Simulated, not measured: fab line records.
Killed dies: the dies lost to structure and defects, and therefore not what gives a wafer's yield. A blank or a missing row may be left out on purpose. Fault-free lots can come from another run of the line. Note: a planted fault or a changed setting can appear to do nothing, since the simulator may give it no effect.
A lot that was struck, set against a sound lot || flow sky130 || 17 steps out of a route of 708
Sound: the wafers L496.3, L496.5, L496.6. Wafers L498.2, L498.3, L498.5 were the ones struck. The cause is given at the end.
Each step with rows lists, per side, the tool, then ch with its chambers, then its first start. Under that, the readings that differ: sound wafers || struck wafers || difference of the means || sigmas: that difference in standard deviations of wafers without a fault.
alike: readings whose means differ by less than 2 such deviations, and words and numbers that are the same on both sides. not compared: withheld readings, readings that some wafer has no value for, bounds like >300 that may hide the same value, and numbers for which the record gives no deviation and whose values overlap.
A row with sigmas, a row that says differs or no value, or rows on one side alone: a step with any of these is where the two part. Numbers that don't overlap but have no deviation are shown without sigmas and don't part them. Lack of a reading on every wafer of one side parts them only where that side has two or more wafers.

first, 1 step without rows for these wafers: SKY_RES_XHIGH_IMPLANT_07.
SKY_RES_XHIGH_STRIP_08: strips in O2/N2.
  sound on plasma asher-04 ch 0,1, day 31 13:56; struck on plasma asher-02 ch 0,1, day 32 06:14
  alike: drypump motor current A, oes product au, strip time to endpoint s
  not compared: rf hours counter h
SKY_RES_XHIGH_TW_MEAS_09:
  sound on film metro-03, day 31 14:01; struck on film metro-01, day 32 06:20
{"reading": "RES_XHIGH_TW", "sound": "1610 1610 1620", "struck": "1641 1639 1636", "difference": "+25", "sigmas": "+2"}
then, 7 steps without rows for these wafers: SKY_SD_N_DEHYDRATE_00 (time 60 s); SKY_SD_N_HMDS_01 (prime time 60 s); SKY_SD_N_COAT_02 (resist thk 1140 nm); SKY_SD_N_SOFTBAKE_03 (time 60 s); SKY_SD_N_EXPOSE_04 (exposes mask NSDM, target cd 380 nm); SKY_SD_N_PEB_05; SKY_SD_N_DEVELOP_06 (develop time 60 s).
SKY_SD_N_CD_MEAS_07: target cd 380 nm.
  sound on cd sem-02, day 32 16:37; struck on cd sem-01, day 33 08:28
  alike: cd nm
SKY_SD_N_OVL_MEAS_08:
  sound on overlay-02, day 32 16:42; struck on overlay-01, day 33 08:35
  alike: SD_N_OVL
SKY_SD_N_IMPLANT_09:
  sound on implanter-03 ch 0, day 32 16:46; struck on implanter-03 ch 0, day 33 08:38
  alike: beam on s, dose ions cm2, end station pressure torr
then, 1 step without rows for these wafers: SKY_SD_N_IMPLANT_10.
SKY_SD_N_STRIP_11: strips in O2/N2.
  sound on plasma asher-04 ch 0,1, day 32 17:04; struck on plasma asher-04 ch 0,1, day 33 08:55
{"reading": "strip time to endpoint s (s)", "sound": "22.58 22.58 22.55", "struck": "22.44 22.47 22.41", "difference": -0.13, "sigmas": -3}
  alike: drypump motor current A, oes product au
  not compared: rf hours counter h
SKY_SD_N_TW_MEAS_12:
  sound on film metro-03, day 32 17:08; struck on film metro-01, day 33 09:01
  alike: SD_N_TW
-- the record jumps here: 16 days lie between the struck wafers' starts before and after (it left off in module SD_N and takes up again in module PAD_OPEN, whose first step shown is number 708 of the route) --
SKY_PAD_OPEN_PROBE_99:
  sound on prober-02, day 49 05:59; struck on prober-02, day 49 16:34
  alike: killed_at_M0_to_M3, killed_at_M4_up, killed at contacts, killed at front end, killed at other, killed dies, killed open, killed short

== WHERE THEY PART ==
At SKY_RES_XHIGH_TW_MEAS_09 first; at SKY_SD_N_STRIP_11 last (within this record only). Later steps at which nothing parts them and some readings are alike: SKY_SD_N_TW_MEAS_12, SKY_PAD_OPEN_PROBE_99.

WHY: the cause the simulator had injected
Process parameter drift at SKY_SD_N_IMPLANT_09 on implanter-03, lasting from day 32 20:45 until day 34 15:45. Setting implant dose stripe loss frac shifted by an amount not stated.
